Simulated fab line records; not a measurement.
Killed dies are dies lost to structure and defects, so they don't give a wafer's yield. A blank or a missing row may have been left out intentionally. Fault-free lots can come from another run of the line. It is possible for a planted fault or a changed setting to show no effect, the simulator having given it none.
Which tool is to blame? | flow sky130 | 14 lots with 42 wafers sampled at 2 steps, on a route of 708 steps

## WHAT EACH GAUGE READ, for each wafer
The record holds no reading of a measuring or inspecting step that can be judged against a usual standard deviation.

## WHICH TOOL RAN EACH LOT (tool, then ch and the chambers of the sampled wafers, then the start)
lot  | SKY_VIA1_SOFTBAKE_08              | SKY_PAD_OPEN_PROBE_99
L553 | litho track-03 ch 0, day 33 10:00 | -
L554 | litho track-01 ch 0, day 33 21:00 | -
L555 | litho track-03 ch 0, day 34 05:00 | prober-02, day 46 12:07
L556 | litho track-03 ch 0, day 34 19:00 | prober-01, day 46 22:52
L559 | litho track-01 ch 0, day 35 12:00 | prober-01, day 47 10:32
L560 | litho track-04 ch 0, day 35 22:00 | prober-01, day 47 17:42
L562 | litho track-01 ch 0, day 36 11:00 | -
L563 | litho track-04 ch 0, day 36 21:00 | -
L566 | litho track-03 ch 0, day 37 12:00 | -
L567 | litho track-04 ch 0, day 37 23:00 | prober-02, day 49 08:16
L568 | litho track-04 ch 0, day 38 21:00 | prober-01, day 49 19:52
L573 | litho track-01 ch 0, day 39 22:00 | -
L574 | litho track-01 ch 0, day 40 04:00 | -
L576 | litho track-03 ch 0, day 40 13:00 | -
- SKY_VIA1_SOFTBAKE_08: time 90 s.
- SKY_PAD_OPEN_PROBE_99

## AS READ BY THE TOOLS THEMSELVES (means over the sampled wafers that have a number; for cases with no such wafer, the mark the record gives instead)
SKY_VIA1_SOFTBAKE_08.
lot  | tool           | exhaust pa (Pa) | heater power total W (W) | run length s (s)
L553 | litho track-03 | 45.2            | 58.06                    | 119.18
L554 | litho track-01 | 45.1            | 58.21                    | 119.31
L555 | litho track-03 | 45.2            | 58.16                    | 119.27
L556 | litho track-03 | 45.3            | 58.07                    | 119.13
L559 | litho track-01 | 44.8            | 58.13                    | 119.17
L560 | litho track-04 | 44.6            | 58.15                    | 118.97
L562 | litho track-01 | 44.2            | 58.03                    | 119.16
L563 | litho track-04 | 44.6            | 58.32                    | 118.98
L566 | litho track-03 | 44.9            | 58.01                    | 119.11
L567 | litho track-04 | 46.5            | 61.47                    | 105.33
L568 | litho track-04 | 45.3            | 61.52                    | 105.29
L573 | litho track-01 | 44.4            | 58.13                    | 119.17
L574 | litho track-01 | 44.9            | 58.10                    | 119.14
L576 | litho track-03 | 44.4            | 58.17                    | 119.16

SKY_PAD_OPEN_PROBE_99.
lot  | tool      | defect limited yield (%) | killed_at_M0_to_M3 | killed_at_M4_up | killed at contacts | killed at front end | killed at other | killed dies | killed open | killed short | sort_bin_3_pad_short (%) | sort_bin_5_function (%) | sort_bin_6_memory (%) | sort n pass | sort yield pct (%)
L555 | prober-02 | 82.8                     | 44                 | 2.7             | 27                 | 12                  | 0.0             | 85          | 45          | 39           | 0.7                      | 11.0                    | 5.6                   | 407         | 82.8
L556 | prober-01 | 81.9                     | 44                 | 2.0             | 20                 | 23                  | 0.7             | 89          | 52          | 37           | 0.7                      | 11.7                    | 5.8                   | 403         | 81.9
L559 | prober-01 | 81.8                     | 37                 | 4.7             | 29                 | 19                  | 0.7             | 90          | 47          | 41           | 1.3                      | 9.7                     | 7.2                   | 402         | 81.8
L560 | prober-01 | 83.8                     | 38                 | 4.0             | 25                 | 13                  | 0.0             | 80          | 45          | 34           | 0.9                      | 10.2                    | 5.1                   | 412         | 83.8
L567 | prober-02 | 81.7                     | 40                 | 2.7             | 32                 | 15                  | 0.3             | 90          | 51          | 38           | 0.7                      | 11.0                    | 6.6                   | 402         | 81.7
L568 | prober-01 | 81.0                     | 44                 | 3.0             | 25                 | 20                  | 1.3             | 93          | 53          | 41           | 1.0                      | 11.5                    | 6.5                   | 399         | 81.0

## THE ANSWER, worked out from the rows above alone
Rule: the lots themselves supply what counts as usual. The widest of any qualifying gaps counts: lots, ordered by their means at a reading, are off when they make up no more than a third of the lots, leave a main group of 4 or more, and stand apart from it by 3 or more times the standard deviation of that group's means. A main group whose means are all the same, to the digits that the tables above print for the reading, isn't used. A lot without any number at a reading at which 4 lots or more have one is off too. Any other lot the step has rows for is counted as sound. First the gauges in route order, then the tools' own readings, where a lot's mean is used as printed above. At the first step where some lot is off, the reading lying furthest off is the one used; lots without a number count as furthest.
Off at SKY_VIA1_SOFTBAKE_08 (run length s): L567, L568. Main group: mean 119.15 s, sd 0.094.
If a tool, at that step or one of the process steps before it, ran each lot that is off and ran no sound lot following the first of them, it fits. One candidate fits, namely litho track-04 at SKY_VIA1_SOFTBAKE_08. Its last sound lot is L563 (day 36 21:00), its first lot that is off L567 (day 37 23:00): a fault that began between those two fits.
The tool's own readings at SKY_VIA1_SOFTBAKE_08 bear it out: on the lots that are off they differ by more than 5 times the standard deviation of the sound lots' means. heater power total W reads 61.50 W there against 58.13 W on the sound lots; run length s reads 105.31 s there against 119.15 s on the sound lots.

## WHAT WAS PUT IN BY THE SIMULATOR
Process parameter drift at SKY_VIA1_SOFTBAKE_08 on litho track-04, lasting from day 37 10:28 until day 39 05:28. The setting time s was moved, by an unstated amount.
Shown lots that were struck: L567, L568. This agrees with what the rule above found.
